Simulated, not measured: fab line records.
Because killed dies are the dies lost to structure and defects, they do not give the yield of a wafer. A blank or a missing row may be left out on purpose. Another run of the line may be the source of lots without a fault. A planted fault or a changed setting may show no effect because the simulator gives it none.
Which tool is to blame? + flow gf180mcu + 39 wafers from 13 lots sampled at 5 of the route's 602 steps

WHAT THE GAUGES READ, wafer by wafer
GF_V4_RS_MEAS_24: measures by four-point-probe.
| lot  | measured     | on            | V4_W_RS (ohm/sq)  |
|------|--------------|---------------|-------------------|
| L639 | day 24 10:02 | film-metro-04 | 0.323 0.331 0.324 |
| L640 | day 25 11:14 | film-metro-04 | 0.332 0.331 0.324 |
| L642 | day 25 18:38 | film-metro-04 | 0.320 0.329 0.331 |
| L649 | day 27 11:28 | film-metro-03 | 0.323 0.320 0.335 |
| L650 | day 27 17:46 | film-metro-04 | 0.323 0.325 0.321 |
| L652 | day 28 11:28 | film-metro-04 | 0.322 0.322 0.323 |
| L654 | day 29 04:05 | film-metro-03 | 0.327 0.321 0.327 |
| L656 | day 29 19:16 | film-metro-03 | 0.321 0.325 0.320 |
| L657 | day 30 04:35 | film-metro-01 | 0.321 0.324 0.327 |
| L659 | day 30 16:43 | film-metro-04 | 0.325 0.323 0.324 |
| L660 | day 31 02:00 | film-metro-03 | 0.321 0.327 0.323 |
| L661 | day 31 02:14 | film-metro-01 | 0.323 0.323 0.327 |
| L662 | day 31 08:11 | film-metro-03 | 0.322 0.321 0.324 |

GF_V4_THK_MEAS_25: measures by xrf.
| lot  | measured     | on            | V4_W_THK (nm) |
|------|--------------|---------------|---------------|
| L639 | day 24 10:09 | film-metro-04 | 353 346 355   |
| L640 | day 25 11:21 | film-metro-04 | 340 340 351   |
| L642 | day 25 18:45 | film-metro-04 | 352 342 342   |
| L649 | day 27 11:34 | film-metro-03 | 350 352 339   |
| L650 | day 27 17:53 | film-metro-04 | 352 350 352   |
| L652 | day 28 11:35 | film-metro-04 | 353 352 354   |
| L654 | day 29 04:11 | film-metro-03 | 347 352 345   |
| L656 | day 29 19:23 | film-metro-03 | 351 350 352   |
| L657 | day 30 04:42 | film-metro-01 | 347 347 343   |
| L659 | day 30 16:50 | film-metro-04 | 355 355 353   |
| L660 | day 31 02:07 | film-metro-03 | 355 345 351   |
| L661 | day 31 02:22 | film-metro-01 | 352 352 347   |
| L662 | day 31 08:18 | film-metro-03 | 352 355 351   |

GF_M5_CD_MEAS_07: target cd 280 nm.
| lot  | measured     | on        | cd-nm (nm)        |
|------|--------------|-----------|-------------------|
| L639 | day 26 07:20 | cd-sem-02 | 282.0 282.5 282.8 |
| L640 | day 27 06:31 | cd-sem-01 | 278.8 279.3 278.0 |
| L642 | day 27 13:26 | cd-sem-02 | 280.7 280.9 280.9 |
| L649 | day 29 04:18 | cd-sem-02 | 271.3 270.4 270.9 |
| L650 | day 29 10:11 | cd-sem-02 | 269.6 270.4 270.1 |
| L652 | day 30 03:04 | cd-sem-02 | 280.2 278.9 279.4 |
| L654 | day 30 18:56 | cd-sem-01 | 278.3 278.6 278.7 |
| L656 | day 31 09:37 | cd-sem-01 | 277.8 278.0 278.1 |
| L657 | day 31 17:28 | cd-sem-02 | 280.2 279.8 279.4 |
| L659 | day 32 04:03 | cd-sem-02 | 281.9 282.8 280.8 |
| L660 | day 32 12:55 | cd-sem-02 | 279.1 279.8 279.4 |
| L661 | day 32 13:54 | cd-sem-02 | 279.9 279.1 279.4 |
| L662 | day 32 18:19 | cd-sem-01 | 279.6 280.1 280.3 |

GF_V5_OVL_MEAS_15.
| lot  | measured     | on         | V5_OVL (nm) |
|------|--------------|------------|-------------|
| L639 | day 27 05:16 | overlay-02 | -1 -3 -6    |
| L640 | day 28 04:23 | overlay-01 | 2 -2 1      |
| L642 | day 28 11:05 | overlay-02 | 0 -2 -3     |
| L649 | day 30 00:15 | overlay-02 | -2 -3 3     |
| L650 | day 30 07:16 | overlay-01 | 5 0 3       |
| L652 | day 30 22:28 | overlay-01 | -15 -21 -12 |
| L654 | day 31 14:09 | overlay-02 | 3 3 0       |
| L656 | day 32 03:49 | overlay-02 | -7 2 -2     |
| L657 | day 32 11:26 | overlay-01 | -10 -6 -6   |
| L659 | day 32 21:41 | overlay-02 | -6 -10 -11  |
| L660 | day 33 06:31 | overlay-02 | -12 -8 -7   |
| L661 | day 33 07:31 | overlay-02 | 2 -8 2      |
| L662 | day 33 11:53 | overlay-02 | -4 -11 -3   |

EACH LOT AND THE TOOL THAT RAN IT (in order: tool; ch and the chambers of the sampled wafers; start)
| lot  | GF_M5_PEB_05                      |
|------|-----------------------------------|
| L639 | litho-track-01 ch 0, day 26 06:59 |
| L640 | litho-track-04 ch 0, day 27 06:10 |
| L642 | litho-track-01 ch 0, day 27 13:05 |
| L649 | litho-track-01 ch 0, day 29 03:58 |
| L650 | litho-track-01 ch 0, day 29 09:50 |
| L652 | litho-track-04 ch 0, day 30 02:43 |
| L654 | litho-track-04 ch 0, day 30 18:36 |
| L656 | litho-track-04 ch 0, day 31 09:16 |
| L657 | litho-track-03 ch 0, day 31 17:08 |
| L659 | litho-track-03 ch 0, day 32 03:42 |
| L660 | litho-track-03 ch 0, day 32 12:35 |
| L661 | litho-track-03 ch 0, day 32 13:33 |
| L662 | litho-track-04 ch 0, day 32 17:58 |
- GF_M5_PEB_05: peb time 90 s.

WHAT THE TOOLS THEMSELVES READ (means of the sampled wafers that have a number; where no wafer has one, the mark that the record gives instead)
GF_M5_PEB_05.
| lot  | tool           | heater-power-total-W (W) | plate-temp-C (C) |
|------|----------------|--------------------------|------------------|
| L639 | litho-track-01 | 85.69                    | 134.97           |
| L640 | litho-track-04 | 85.74                    | 135.13           |
| L642 | litho-track-01 | 85.62                    | 134.98           |
| L649 | litho-track-01 | 89.44                    | 139.82           |
| L650 | litho-track-01 | 89.47                    | 139.43           |
| L652 | litho-track-04 | 85.68                    | 135.02           |
| L654 | litho-track-04 | 85.77                    | 135.10           |
| L656 | litho-track-04 | 85.71                    | 135.13           |
| L657 | litho-track-03 | 85.78                    | 135.15           |
| L659 | litho-track-03 | 85.64                    | 135.02           |
| L660 | litho-track-03 | 85.61                    | 135.06           |
| L661 | litho-track-03 | 85.71                    | 135.09           |
| L662 | litho-track-04 | 85.85                    | 135.05           |

THE ANSWER, worked out from the rows above alone
Rule: the lots themselves supply what counts as usual. Put in order of their means at a reading, lots are off if they are a third of the lots or fewer, leave a main group of 4 or more, and stand apart from it by a gap of 3 or more times the standard deviation of the main group's means; of several such gaps the widest counts. A main group is skipped when, at the precision printed for the reading in the tables above, its means are all equal. Also off: a lot with no number at a reading for which 4 or more lots have one. All remaining lots with rows at the step are treated as sound. The gauges are gone through in route order, then the tools' own readings, and for those a lot's mean is taken as printed above. The first step at which some lot is off is used, and at that step the reading that is off furthest; a lot without a number counts as furthest.
Off at GF_M5_CD_MEAS_07 (cd-nm): L649, L650. Main group: mean 279.9 nm, sd 1.3.
If a tool, at a process step before that reading, ran all the lots that are off and no sound lot after the first of them, it fits. Not tried: the gauges at GF_M5_CD_MEAS_07; whatever is off there is also off at GF_M5_PEB_05, on other tools, and gauge error can't account for it. One fits: litho-track-01 at GF_M5_PEB_05. Its last sound lot is L642 (day 27 13:05), its first lot that is off L649 (day 29 03:58): a fault that began between those two fits.
The tool's own readings at GF_M5_PEB_05 bear it out: on the lots that are off they differ by more than 5 times the standard deviation of the sound lots' means. heater-power-total-W reads 89.45 W there against 85.71 W on the sound lots; plate-temp-C reads 139.62 C there against 135.06 C on the sound lots.

WHAT HAD BEEN PUT IN BY THE SIMULATOR
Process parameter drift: litho-track-01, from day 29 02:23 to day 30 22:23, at GF_M5_PEB_05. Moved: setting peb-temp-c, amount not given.
Struck lots among those shown: L649, L650. The rule above reached the same finding.
